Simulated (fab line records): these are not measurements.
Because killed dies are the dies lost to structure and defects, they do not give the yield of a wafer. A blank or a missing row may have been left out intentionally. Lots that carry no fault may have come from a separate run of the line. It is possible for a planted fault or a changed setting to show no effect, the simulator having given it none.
A struck lot beside a sound one :: flow sky130 :: 16 steps out of a route of 708
Sound: the wafers L826.2, L826.3, L826.6. The struck wafers were L836.1, L836.2, L836.5. At the end, the cause is stated.
Each step with rows lists, per side, the tool, then ch with its chambers, then its first start. Under that, the readings that differ: sound wafers :: struck wafers :: difference of the means :: sigmas: that difference in standard deviations of wafers without a fault.
alike: a reading whose means differ by less than 2 such deviations, as well as words and numbers matching on both sides. not compared: withheld readings; readings where some wafer has no value; bounds like >300 that might hide an equal value; numbers whose values overlap and for which the record gives no deviation.
The two part at a step that has a row with sigmas, a row that says differs or no value, or rows on one side only. When numbers do not overlap yet have no deviation, they are printed without sigmas and do not part them. A reading that every wafer of one side lacks parts them only if that side has two wafers or more.

SKY_NWELL_RS_MEAS_29: the measuring method here is four-point-probe.
  sound: filmMetro-03 at day 6 02:32; struck: filmMetro-02 at day 8 13:34
  alike: NWELL_RS
SKY_NWELL_RS_MEAS_31: the measuring method here is four-point-probe.
  sound: filmMetro-03 at day 6 02:47; struck: filmMetro-02 at day 8 13:49
  alike: PWDE_RS
then, 7 steps without rows for these wafers: SKY_VT_ADJUST_HVTP_DEHYDRATE_00 (time 60 s); SKY_VT_ADJUST_HVTP_HMDS_01 (prime time 60 s); SKY_VT_ADJUST_HVTP_COAT_02 (resist thk 1140 nm); SKY_VT_ADJUST_HVTP_SOFTBAKE_03 (time 60 s); SKY_VT_ADJUST_HVTP_EXPOSE_04 (exposes mask HVTPM, target cd 380 nm); SKY_VT_ADJUST_HVTP_PEB_05; SKY_VT_ADJUST_HVTP_DEVELOP_06 (develop time 60 s).
SKY_VT_ADJUST_HVTP_CD_MEAS_07: target cd 380 nm.
  sound: cdSem-02 at day 6 20:55; struck: cdSem-01 at day 9 10:11
reading: cdNm (nm)
sound: 375.4 375.0 377.8
struck: 380.6 381.7 384.2
difference: +6.1
sigmas: +3
SKY_VT_ADJUST_HVTP_OVL_MEAS_08:
  sound: overlay-02 at day 6 21:01; struck: overlay-02 at day 9 10:19
  alike: VT_ADJUST_HVTP_OVL
SKY_VT_ADJUST_HVTP_IMPLANT_09:
  sound on implanter-03 ch 0, day 6 21:09; struck on implanter-04 ch 0, day 9 10:20
reading: beamEnergyKeV
sound: 149.93 149.95 149.94
struck: 161.81 161.88 161.84
difference: +11.90
sigmas: +99 or more

reading: model.implant.rpNm (nm)
sound: 81.99 81.99 81.99
struck: 88.81 88.81 88.81
difference: +6.82
sigmas: 

reading: model.implant.drpNm (nm)
sound: 33.4 33.4 33.4
struck: 35.57 35.57 35.57
difference: +2.17
sigmas: 
SKY_VT_ADJUST_HVTP_STRIP_10: strips in O2/N2.
  sound on plasmaAsher-02 ch 0,1, day 6 21:16; struck on plasmaAsher-02 ch 0,1, day 9 10:29
  alike: drypumpMotorCurrentA, oesProductAu, stripTimeToEndpointS
  not compared: rfHoursCounterH
SKY_VT_ADJUST_HVTP_TW_MEAS_11:
  sound: filmMetro-04 at day 6 21:23; struck: filmMetro-03 at day 9 10:35
reading: VT_ADJUST_HVTP_TW
sound: 1356 1363 1359
struck: 1401 1397 1392
difference: +37
sigmas: +5
then, 1 step without rows for these wafers: SKY_VT_ADJUST_LVTN_DEHYDRATE_00 (time 60 s).
-- the record jumps here: 39 days lie between the struck wafers' starts before and after (it left off in module VT_ADJUST_LVTN and takes up again in module PAD_OPEN, whose first step shown is number 708 of the route) --
SKY_PAD_OPEN_PROBE_99:
  sound: prober-01 at day 46 07:16; struck: prober-01 at day 48 12:10
reading: model.etest.tipP.rsOhmSq
sound: 6834 6869 6876
struck: 6731 6701 6700
difference: -149
sigmas: 

reading: model.etest.pfet_01v8_mvt.driveUaUm
sound: 149.9 151.6 151.4
struck: 159.3 156.2 159.6
difference: +7.4
sigmas: 

reading: model.etest.pfet_01v8_mvt.offLog10AUm
sound: -11.11 -10.93 -10.72
struck: -10 -9.948 -9.87
difference: +1
sigmas: 

reading: model.etest.pfet_01v8.offLog10AUm
sound: -9.815 -9.457 -9.683
struck: -9.22 -9.401 -9.312
difference: +0.34
sigmas: 
  alike: killed_at_M0_to_M3, killed_at_M4_up, killedAtContacts, killedAtFrontEnd, killedAtOther, killedDies, killedOpen, killedShort
  not compared: model.etest.pfet_01v8.rOnOhmUm, model.etest.pfet_01v8.driveUaUm, model.etest.pfet_01v8_hvt.driveUaUm, model.etest.sramPfetLatch.driveUaUm

WHERE THEY PART
First at SKY_VT_ADJUST_HVTP_CD_MEAS_07; last, within this record, at SKY_VT_ADJUST_HVTP_TW_MEAS_11. Later steps at which nothing parts them and some readings are alike: SKY_PAD_OPEN_PROBE_99.

WHY: whatever the simulator had introduced
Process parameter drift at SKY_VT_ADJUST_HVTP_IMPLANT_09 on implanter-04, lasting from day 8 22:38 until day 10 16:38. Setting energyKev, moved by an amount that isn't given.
